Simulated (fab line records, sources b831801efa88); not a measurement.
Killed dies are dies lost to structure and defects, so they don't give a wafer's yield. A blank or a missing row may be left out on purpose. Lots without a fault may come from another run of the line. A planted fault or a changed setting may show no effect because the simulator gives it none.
fab line records | flow sky130 | part 2 of 2: steps 44 to 44 of 44
record lots=7 wafers=19 last_day=50
route steps=708 shown VIA3@588 METAL4@598 CAP2M@603 PAD_OPEN@708
lots that met no fault: from a run of the same line without faults
start_h: hours from the record's first day to the start of the lot's first wafer shown | wait_h: hours since the lot's step before | " the same as in the row above | L1.1+2: a row that stands for several wafers | - no value, or no start given | * or withheld: withheld | < > ~ a bound
route shown NAME@n: a module of which the file shows steps, and the number in the route of the first | usual: mean/standard deviation of fault-free wafers | same: alike in all rows | chamber/n: place in a boat | sites: the reading at each site | _std_site: their standard deviation | _edge_site: outer sites' mean less inner sites' | radius_mm: how far each site lies from the wafer's centre | mask NAME#n: copy n | behind: the tool/chamber that last shaped the wafer | hold: why the lot was held/for how many hours/how that ended | device: the transistor (n, p or np) that didn't switch | end of line: the same wafers' tests at the end of the route | a step without rows: its recipe alone | killed: dies lost to structure and defects at the first sort, not the wafer's yield | map: a wafer's dies, x killed, . not, _ none there
set.NAME: the setting as run; set.NAME@STEP: as run at that earlier step | model.NAME: the simulator's own value behind a step, which no gauge read
lots at some steps of the route; a table a step, a row a wafer
services: from which hour (start_h, from the record's first day; less than 0 if before it) a tool's chamber was out of use, for how many hours, and why
## steps
# step SKY_PAD_OPEN_PROBE_99
# usual defect_limited_yield=82.5/1.9 killed_at_M0_to_M3=43/6.8 killed_at_M4_up=3.0/1.6 killed_at_contacts=25/6 killed_at_front_end=15/4.4 killed_at_other=0.3/0.52 killed_dies=86/9.6 killed_open=47/6.7 killed_short=39/6.8 sort_bin_3_pad_short=0.9/0.43 sort_bin_5_function=10.3/1.5 sort_bin_6_memory=6.3/1.1 sort_n_pass=406/9.6 sort_yield_pct=82.5/1.9
# same gross_dies=492 killed_at_back_side=0 sort_bin_4_leakage[%]=0 sort_bin_8_speed[%]=0
# columns lot.wafer tool chamber start_h wait_h defect_limited_yield[%] killed_at_M0_to_M3 killed_at_M4_up killed_at_contacts killed_at_front_end killed_at_other killed_dies killed_open killed_short sort_bin_3_pad_short[%] sort_bin_5_function[%] sort_bin_6_memory[%] sort_n_pass sort_yield_pct[%] model.etest.met4.line_ohm_um model.etest.met4.rs_ohm_sq
L743.1 prober-02 - 1088.28 0.1 83.3 43 2 23 14 0 82 50 32 0.2 10.6 5.9 410 83.3 0.1443 0.04237
L743.4 prober-02 - 1088.43 0.2 78.9 51 4 33 16 0 104 55 49 1.2 11.0 8.9 388 78.9 0.1414 0.04263
L743.5 prober-02 - 1088.48 0.2 80.9 47 1 29 17 0 94 54 40 0.8 10.0 8.3 398 80.9 0.1404 0.04217
L747.1 prober-02 - 1109.00 0.1 80.7 50 2 25 17 1 95 53 42 1.0 11.6 6.7 397 80.7 0.1381 0.0421
L747.2 prober-02 - 1109.05 0.1 78.7 37 3 47 18 0 105 64 41 1.2 11.4 8.7 387 78.7 0.1458 0.0433
L747.3 prober-02 - 1109.10 0.2 84.6 34 3 21 17 1 76 39 37 0.8 8.3 6.3 416 84.6 0.1442 0.04284
L753.1 prober-02 - 1154.35 0.1 83.3 54 3 12 13 0 82 43 39 0.4 11.0 5.3 410 83.3 0.1404 0.04182
L753.4 prober-02 - 1154.50 0.2 81.5 51 5 23 12 0 91 55 36 0.2 12.4 5.9 401 81.5 0.1437 0.04326
L753.6 prober-02 - 1154.60 0.2 83.9 36 5 27 10 1 79 44 35 0.4 10.0 5.7 413 83.9 0.1456 0.04298
L757.2 prober-02 - 1160.03 0.1 85.6 29 1 30 11 0 71 34 37 0.8 8.7 4.9 421 85.6 0.1431 0.04236
L757.6 prober-02 - 1160.23 0.2 85.6 41 2 18 9 1 71 32 38 0.8 7.7 5.9 421 85.6 0.1648 0.05013
L760.3 prober-01 - 1174.50 0.2 80.7 57 4 27 7 0 95 60 35 0.8 10.6 7.9 397 80.7 0.1386 0.04164
L760.5 prober-01 - 1174.60 0.2 81.7 40 4 27 19 0 90 44 46 0.4 10.4 7.5 402 81.7 0.1413 0.04201
L760.6 prober-01 - 1174.65 0.2 84.1 44 4 25 5 0 78 41 36 0.8 8.5 6.5 414 84.1 0.1691 0.04885
L761.1 prober-02 - 1176.82 0.1 83.1 49 4 21 9 0 83 42 41 1.0 8.9 6.9 409 83.1 0.1668 0.04958
L761.2 prober-02 - 1176.87 0.1 82.5 38 2 29 16 1 86 45 40 0.8 10.6 6.1 406 82.5 0.1425 0.04288
L765.3 prober-02 - 1192.68 0.2 81.1 40 5 30 18 0 93 59 33 0.8 11.6 6.5 399 81.1 0.144 0.04235
L765.5 prober-02 - 1192.78 0.2 80.5 46 2 30 18 0 96 54 41 0.6 10.0 8.9 396 80.5 0.1463 0.04287
L765.6 prober-02 - 1192.83 0.2 82.9 43 4 22 15 0 84 41 42 1.0 9.8 6.3 408 82.9 0.1394 0.04248
# killed by level:class
L743.1 VIA1:geometric_particle:open=17 VIA3:geometric_particle:open=7 CONTACT:geometric_particle:open=6 LI_CONTACT:geometric_particle:open=6 CONTACT:geometric_particle:short=5 FIELD_ISO:geometric_particle:open=4 LOCAL_INTERCONNECT:geometric_particle:short=4 VIA2:geometric_particle:short=4
L743.4 CONTACT:geometric_particle:open=14 VIA1:geometric_particle:open=11 METAL2:geometric_particle:short=9 VIA2:geometric_particle:open=7 LI_CONTACT:geometric_particle:open=7 CONTACT:geometric_particle:short=6 VIA3:geometric_particle:short=6 VIA2:geometric_particle:short=5
L743.5 LI_CONTACT:geometric_particle:open=11 VIA3:geometric_particle:open=10 CONTACT:geometric_particle:open=9 VIA1:geometric_particle:open=7 FIELD_ISO:geometric_particle:short=6 METAL1:geometric_particle:short=6 VIA1:geometric_particle:short=6 VIA2:geometric_particle:open=5
L747.1 CONTACT:geometric_particle:open=14 VIA1:geometric_particle:open=14 POLY_GATE:geometric_particle:short=7 VIA3:geometric_particle:open=7 VIA2:geometric_particle:open=7 METAL1:geometric_particle:short=6 LI_CONTACT:geometric_particle:open=5 METAL2:geometric_particle:short=5
L747.2 CONTACT:geometric_particle:open=17 CONTACT:geometric_particle:short=11 LI_CONTACT:geometric_particle:open=10 VIA3:geometric_particle:open=8 POLY_GATE:geometric_particle:open=7 VIA1:geometric_particle:open=7 POLY_GATE:geometric_particle:short=6 VIA2:geometric_particle:open=6
L747.3 LI_CONTACT:geometric_particle:open=9 VIA2:geometric_particle:open=9 METAL2:geometric_particle:short=7 FIELD_ISO:geometric_particle:short=5 POLY_GATE:geometric_particle:short=5 VIA1:geometric_particle:open=5 CONTACT:geometric_particle:open=4 LOCAL_INTERCONNECT:geometric_particle:short=3
L753.1 VIA1:geometric_particle:open=10 VIA1:geometric_particle:short=7 VIA2:geometric_particle:open=7 METAL2:geometric_particle:short=6 VIA3:geometric_particle:open=6 FIELD_ISO:geometric_particle:short=5 CONTACT:geometric_particle:open=5 VIA2:geometric_particle:short=5
L753.4 VIA1:geometric_particle:open=13 CONTACT:geometric_particle:open=12 VIA2:geometric_particle:open=7 VIA3:geometric_particle:open=7 METAL2:geometric_particle:short=6 FIELD_ISO:geometric_particle:open=5 VIA1:geometric_particle:short=5 LI_CONTACT:geometric_particle:short=4
L753.6 CONTACT:geometric_particle:open=11 LI_CONTACT:geometric_particle:open=7 VIA1:geometric_particle:short=7 VIA3:geometric_particle:open=6 CONTACT:geometric_particle:short=5 VIA2:geometric_particle:open=5 FIELD_ISO:geometric_particle:open=3 POLY_GATE:geometric_particle:short=3
L757.2 CONTACT:geometric_particle:open=9 LI_CONTACT:geometric_particle:open=7 LOCAL_INTERCONNECT:geometric_particle:short=7 VIA1:geometric_particle:open=7 FIELD_ISO:geometric_particle:short=5 CONTACT:geometric_particle:short=4 VIA1:geometric_particle:short=4 VIA3:geometric_particle:open=4
L757.6 VIA1:geometric_particle:open=9 LI_CONTACT:geometric_particle:short=7 METAL1:geometric_particle:short=7 CONTACT:geometric_particle:open=5 FIELD_ISO:geometric_particle:open=4 METAL2:geometric_particle:short=4 VIA3:geometric_particle:short=4 CONTACT:geometric_particle:short=3
L760.3 VIA3:geometric_particle:open=14 CONTACT:geometric_particle:open=13 VIA1:geometric_particle:open=9 LI_CONTACT:geometric_particle:open=8 METAL2:geometric_particle:short=8 VIA2:geometric_particle:open=6 VIA1:geometric_particle:short=5 VIA3:geometric_particle:short=5
L760.5 CONTACT:geometric_particle:open=11 LI_CONTACT:geometric_particle:open=8 VIA2:geometric_particle:open=6 FIELD_ISO:geometric_particle:open=5 POLY_GATE:geometric_particle:open=5 CONTACT:geometric_particle:short=5 METAL1:geometric_particle:short=5 VIA1:geometric_particle:short=5
L760.6 CONTACT:geometric_particle:open=10 VIA1:geometric_particle:open=9 VIA1:geometric_particle:short=7 VIA2:geometric_particle:open=5 CONTACT:geometric_particle:short=5 VIA3:geometric_particle:short=5 LI_CONTACT:geometric_particle:open=4 METAL1:geometric_particle:short=4
L761.1 VIA1:geometric_particle:open=10 CONTACT:geometric_particle:open=6 VIA2:geometric_particle:open=6 METAL1:geometric_particle:short=5 METAL2:geometric_particle:short=5 VIA3:geometric_particle:open=5 VIA2:geometric_particle:short=4 CONTACT:geometric_particle:short=4
L761.2 VIA1:geometric_particle:open=10 LI_CONTACT:geometric_particle:open=9 CONTACT:geometric_particle:open=8 FIELD_ISO:geometric_particle:short=7 METAL2:geometric_particle:short=6 VIA3:geometric_particle:open=6 METAL1:geometric_particle:short=5 LOCAL_INTERCONNECT:geometric_particle:short=4
L765.3 VIA1:geometric_particle:open=15 CONTACT:geometric_particle:open=10 LI_CONTACT:geometric_particle:open=9 VIA2:geometric_particle:open=8 FIELD_ISO:geometric_particle:open=5 METAL1:geometric_particle:short=4 METAL2:geometric_particle:short=4 FIELD_ISO:geometric_particle:short=3
L765.5 VIA1:geometric_particle:open=10 LI_CONTACT:geometric_particle:open=9 VIA3:geometric_particle:open=9 CONTACT:geometric_particle:open=7 LOCAL_INTERCONNECT:geometric_particle:short=7 VIA2:geometric_particle:open=5 CONTACT:geometric_particle:short=4 VIA1:geometric_particle:short=4
L765.6 VIA1:geometric_particle:open=12 CONTACT:geometric_particle:open=8 FIELD_ISO:geometric_particle:short=7 VIA3:geometric_particle:open=7 VIA3:geometric_particle:short=6 VIA1:geometric_particle:short=5 LI_CONTACT:geometric_particle:open=4 LOCAL_INTERCONNECT:geometric_particle:short=4
## services
# columns tool chamber start_h hours kind
rie_metal-02 - 937.76 2.8 pm
pecvd-04 1 942.36 2.1 scheduled_down
pecvd-03 - 944.67 0.5 repair
rie_metal-01 - 948.34 1.4 pm
pecvd-01 2 954.76 5.5 scheduled_down
cvd_w-01 1 955.20 10.8 repair
cvd_w-02 - 962.91 0.6 repair
pecvd-01 - 972.72 3.3 repair
pecvd-01 1 999.38 - clean
pecvd-01 1 999.38 - consumable_replace:showerhead
pecvd-03 - 1000.83 6.0 pm
pecvd-04 - 1012.72 6.6 repair
rie_metal-04 0 1019.67 4.6 repair
rie_metal-03 - 1024.43 2.8 pm
cvd_w-01 1 1038.13 1.4 repair
rie_metal-02 0 1078.38 8.6 repair
rie_metal-04 1 1078.42 - clean
rie_metal-04 1 1078.42 14.0 scheduled_down
rie_metal-04 1 1078.42 14.0 vent_cycle
rie_metal-03 - 1078.87 28.1 pm
rie_metal-04 - 1079.31 11.2 repair
pecvd-03 - 1079.74 1.5 repair
pvd_sputter-01 - 1090.49 6.5 repair
pvd_sputter-03 - 1094.81 4.4 repair
## key
first_sign step=SKY_METAL4_METAL_ETCH_18 reading=oes_product_au direction=down sigmas=8.2 usual=0.867 struck=0.811
effect none on later readings
model_effect step=SKY_METAL4_SPUTTER_02 value=AlCu_of_METAL4_SPUTTER_02.thk_nm without=738 struck=632.1
model_effect step=SKY_PAD_OPEN_PROBE_99 value=etest.met4.line_ohm_um without=0.1427 struck=0.1669
met_at SKY_METAL4_SPUTTER_02
struck_wafers L757.6,L760.6,L761.1
onset_between 944.82 1029.01
fault kind=process_parameter_drift tool=pvd_sputter-03 chamber=- onset_h=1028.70 steps=SKY_METAL4_SPUTTER_02 channel=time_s offset=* shape=step end_h=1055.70 scope=struck_wafers_only acts_in=* stated=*
